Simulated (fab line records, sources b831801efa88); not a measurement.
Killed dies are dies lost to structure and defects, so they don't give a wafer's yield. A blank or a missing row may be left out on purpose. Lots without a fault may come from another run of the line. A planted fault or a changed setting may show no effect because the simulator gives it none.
Which tool did it? | flow gf180mcu | 24 lots, 72 wafers sampled, at 4 steps of a route of 602

WHAT THE GAUGES READ, wafer by wafer
GF_V4_RS_MEAS_24: measures by four-point-probe.
lot  | measured     | on            | V4_W_RS (ohm/sq)
L074 | day 24 13:43 | film_metro-03 | 0.332 0.331 0.330
L075 | day 24 19:56 | film_metro-03 | 0.322 0.324 0.328
L076 | day 25 16:20 | film_metro-04 | 0.328 0.320 0.331
L077 | day 25 19:06 | film_metro-02 | 0.323 0.326 0.324
L078 | day 26 00:37 | film_metro-03 | 0.328 0.326 0.324
L079 | day 26 05:49 | film_metro-03 | 0.322 0.324 0.319
L080 | day 26 20:38 | film_metro-03 | 0.328 0.327 0.326
L081 | day 26 23:35 | film_metro-02 | 0.324 0.329 0.324
L082 | day 27 12:32 | film_metro-04 | 0.324 0.326 0.324
L083 | day 27 17:48 | film_metro-03 | 0.326 0.326 0.327
L084 | day 27 23:17 | film_metro-03 | 0.327 0.328 0.323
L085 | day 28 09:38 | film_metro-02 | 0.322 0.322 0.327
L086 | day 28 15:59 | film_metro-04 | 0.321 0.327 0.329
L087 | day 28 22:19 | film_metro-04 | 0.325 0.326 0.326
L088 | day 29 08:34 | film_metro-04 | 0.326 0.331 0.327
L089 | day 29 09:47 | film_metro-03 | 0.326 0.329 0.329
L090 | day 29 15:17 | film_metro-04 | 0.320 0.321 0.321
L091 | day 29 22:17 | film_metro-04 | 0.325 0.323 0.321
L092 | day 30 05:17 | film_metro-04 | 0.315 0.322 0.317
L093 | day 30 13:34 | film_metro-02 | 0.325 0.324 0.327
L094 | day 30 19:30 | film_metro-03 | 0.330 0.329 0.329
L095 | day 31 05:25 | film_metro-02 | 0.323 0.327 0.323
L096 | day 31 06:16 | film_metro-03 | 0.320 0.319 0.319
L097 | day 31 10:58 | film_metro-03 | 0.329 0.327 0.335

GF_M5_CD_MEAS_07: target cd 280 nm.
lot  | measured     | on        | cd_nm (nm)
L074 | day 26 10:20 | cd_sem-01 | 279.9 280.1 280.0
L075 | day 26 15:29 | cd_sem-02 | 279.0 278.7 278.9
L076 | day 27 09:53 | cd_sem-01 | 280.8 281.8 281.5
L077 | day 27 13:21 | cd_sem-01 | 278.9 280.7 280.4
L078 | day 27 18:44 | cd_sem-02 | 280.3 280.6 280.5
L079 | day 27 23:35 | cd_sem-01 | 278.8 279.2 279.4
L080 | day 28 13:32 | cd_sem-01 | 279.3 279.8 279.9
L081 | day 28 16:29 | cd_sem-02 | 279.1 280.4 279.7
L082 | day 29 04:25 | cd_sem-02 | 279.4 280.7 280.5
L083 | day 29 10:13 | cd_sem-02 | 281.9 281.4 281.4
L084 | day 29 15:26 | cd_sem-02 | 279.7 280.1 279.7
L085 | day 30 00:27 | cd_sem-01 | 281.3 282.3 281.4
L086 | day 30 06:56 | cd_sem-01 | 278.6 279.4 280.0
L087 | day 30 13:11 | cd_sem-02 | 281.2 281.4 280.0
L088 | day 30 22:17 | cd_sem-01 | 279.4 280.0 278.6
L089 | day 30 22:59 | cd_sem-02 | 279.2 280.6 280.1
L090 | day 31 05:47 | cd_sem-02 | 281.1 281.3 280.5
L091 | day 31 11:57 | cd_sem-02 | 282.0 280.3 280.5
L092 | day 31 17:41 | cd_sem-02 | 281.1 280.4 280.9
L093 | day 32 07:53 | cd_sem-01 | 279.7 279.4 280.0
L094 | day 32 07:15 | cd_sem-02 | 279.3 279.7 280.3
L095 | day 32 16:23 | cd_sem-02 | 281.5 282.4 281.0
L096 | day 32 17:07 | cd_sem-01 | 280.9 280.0 279.8
L097 | day 32 22:06 | cd_sem-01 | 282.0 281.2 281.5

WHICH TOOL RAN EACH LOT (tool, then ch and the chambers of the sampled wafers, then the start)
lot  | GF_V4_STRIP_18                       | GF_V4_SPUTTER_22
L074 | plasma_asher-03 ch 0, day 24 12:58   | pvd_sputter-04, day 24 13:34
L075 | plasma_asher-03 ch 0,1, day 24 19:11 | pvd_sputter-01, day 24 19:47
L076 | plasma_asher-04 ch 1, day 25 15:35   | pvd_sputter-03, day 25 16:11
L077 | plasma_asher-01 ch 0,1, day 25 18:13 | pvd_sputter-04, day 25 18:49
L078 | plasma_asher-04 ch 0,1, day 25 23:50 | pvd_sputter-01, day 26 00:28
L079 | plasma_asher-03 ch 0,1, day 26 05:04 | pvd_sputter-01, day 26 05:40
L080 | plasma_asher-03 ch 0,1, day 26 19:52 | pvd_sputter-03, day 26 20:29
L081 | plasma_asher-03 ch 0,1, day 26 22:49 | pvd_sputter-04, day 26 23:26
L082 | plasma_asher-03 ch 0,1, day 27 11:46 | pvd_sputter-03, day 27 12:20
L083 | plasma_asher-03 ch 0,1, day 27 17:03 | pvd_sputter-04, day 27 17:37
L084 | plasma_asher-03 ch 1, day 27 22:31   | pvd_sputter-01, day 27 23:08
L085 | plasma_asher-03 ch 0,1, day 28 08:52 | pvd_sputter-04, day 28 09:28
L086 | plasma_asher-03 ch 0,1, day 28 15:15 | pvd_sputter-01, day 28 15:50
L087 | plasma_asher-04 ch 0,1, day 28 21:13 | pvd_sputter-03, day 28 22:10
L088 | plasma_asher-01 ch 0,1, day 29 07:49 | pvd_sputter-03, day 29 08:25
L089 | plasma_asher-03 ch 0,1, day 29 08:56 | pvd_sputter-01, day 29 09:32
L090 | plasma_asher-04 ch 1, day 29 14:32   | pvd_sputter-03, day 29 15:08
L091 | plasma_asher-01 ch 0, day 29 21:32   | pvd_sputter-03, day 29 22:07
L092 | plasma_asher-04 ch 0,1, day 30 04:32 | pvd_sputter-04, day 30 05:08
L093 | plasma_asher-01 ch 0,1, day 30 12:49 | pvd_sputter-03, day 30 13:25
L094 | plasma_asher-03 ch 0,1, day 30 18:44 | pvd_sputter-01, day 30 19:20
L095 | plasma_asher-04 ch 0,1, day 31 04:40 | pvd_sputter-01, day 31 05:16
L096 | plasma_asher-03 ch 0,1, day 31 05:28 | pvd_sputter-04, day 31 06:04
L097 | plasma_asher-03 ch 0, day 31 10:10   | pvd_sputter-04, day 31 10:48
- GF_V4_STRIP_18: strips in O2/N2.
- GF_V4_SPUTTER_22: material TiN, target thk 10 nm, time 40 s.

WHAT THE TOOLS THEMSELVES READ (means of the sampled wafers that have a number; where no wafer has one, the mark that the record gives instead)
GF_V4_STRIP_18.
lot  | tool            | drypump_motor_current_A (A) | heater_power_w (W) | oes_product_au (a.u.)
L074 | plasma_asher-03 | 6.1                         | 374                | 0.592
L075 | plasma_asher-03 | 5.9                         | 361                | 0.588
L076 | plasma_asher-04 | 6.6                         | 298                | 0.589
L077 | plasma_asher-01 | 5.3                         | 379                | 0.588
L078 | plasma_asher-04 | 6.3                         | 304                | 0.591
L079 | plasma_asher-03 | 5.7                         | 351                | 0.593
L080 | plasma_asher-03 | 5.9                         | 359                | 0.598
L081 | plasma_asher-03 | 5.7                         | 348                | 0.595
L082 | plasma_asher-03 | 5.9                         | 365                | 0.593
L083 | plasma_asher-03 | 5.9                         | 364                | 0.589
L084 | plasma_asher-03 | 5.5                         | 343                | 0.591
L085 | plasma_asher-03 | 5.7                         | 349                | 0.591
L086 | plasma_asher-03 | 5.9                         | 362                | 0.595
L087 | plasma_asher-04 | 6.1                         | 311                | 0.586
L088 | plasma_asher-01 | 5.5                         | 354                | 0.595
L089 | plasma_asher-03 | 5.7                         | 349                | 0.591
L090 | plasma_asher-04 | 6.6                         | 293                | 0.596
L091 | plasma_asher-01 | 5.2                         | 406                | 0.590
L092 | plasma_asher-04 | 6.1                         | 309                | 0.592
L093 | plasma_asher-01 | 5.3                         | 382                | 0.592
L094 | plasma_asher-03 | 5.7                         | 354                | 0.595
L095 | plasma_asher-04 | 6.1                         | 313                | 0.593
L096 | plasma_asher-03 | 5.7                         | 352                | 0.591
L097 | plasma_asher-03 | 6.1                         | 382                | 0.590

GF_V4_SPUTTER_22.
lot  | tool           | cathode_dc_power_W (W) | chamber_pressure_pa (Pa) | throttle_valve_pct (%)
L074 | pvd_sputter-04 | 4000.5                 | 4.991                    | 30.5
L075 | pvd_sputter-01 | 3999.9                 | 5.002                    | 28.4
L076 | pvd_sputter-03 | 4000.0                 | 4.995                    | 30.5
L077 | pvd_sputter-04 | 4000.3                 | 4.989                    | 30.3
L078 | pvd_sputter-01 | 3999.7                 | 4.988                    | 28.6
L079 | pvd_sputter-01 | 3999.7                 | 4.990                    | 29.1
L080 | pvd_sputter-03 | 3999.8                 | 5.004                    | 30.4
L081 | pvd_sputter-04 | 3999.9                 | 5.002                    | 30.6
L082 | pvd_sputter-03 | 4000.0                 | 5.001                    | 30.7
L083 | pvd_sputter-04 | 4000.0                 | 4.994                    | 30.3
L084 | pvd_sputter-01 | 4000.1                 | 4.992                    | 29.3
L085 | pvd_sputter-04 | 3999.9                 | 5.000                    | 30.6
L086 | pvd_sputter-01 | 3999.8                 | 5.001                    | 28.4
L087 | pvd_sputter-03 | 3999.8                 | 5.004                    | 29.9
L088 | pvd_sputter-03 | 4000.6                 | 4.997                    | 31.4
L089 | pvd_sputter-01 | 3999.4                 | 4.993                    | 28.7
L090 | pvd_sputter-03 | 4000.9                 | 4.993                    | 30.8
L091 | pvd_sputter-03 | 4000.4                 | 4.985                    | 30.2
L092 | pvd_sputter-04 | 3999.4                 | 5.009                    | 30.5
L093 | pvd_sputter-03 | 4000.0                 | 4.993                    | 30.7
L094 | pvd_sputter-01 | 4000.0                 | 4.997                    | 28.9
L095 | pvd_sputter-01 | 4000.1                 | 4.987                    | 29.4
L096 | pvd_sputter-04 | 3999.6                 | 5.007                    | 30.2
L097 | pvd_sputter-04 | 3999.9                 | 4.993                    | 30.3

THE ANSWER, worked out from the rows above alone
Rule: what is usual is taken from the lots themselves. Put in order of their means at a reading, lots are off if they are a third of the lots or fewer, leave a main group of 4 or more, and stand apart from it by a gap of 3 or more times the standard deviation of the main group's means; of several such gaps the widest counts. A main group whose means are all the same, to the digits that the tables above print for the reading, isn't used. A lot without any number at a reading at which 4 lots or more have one is off too. The other lots that the step has rows for count as sound. The gauges are gone through in route order, then the tools' own readings, and for those a lot's mean is taken as printed above. The first step at which some lot is off is used, and at that step the reading that is off furthest; a lot without a number counts as furthest.
No lot is off at any reading shown: from this, nothing can be told.

WHAT THE SIMULATOR HAD PUT IN
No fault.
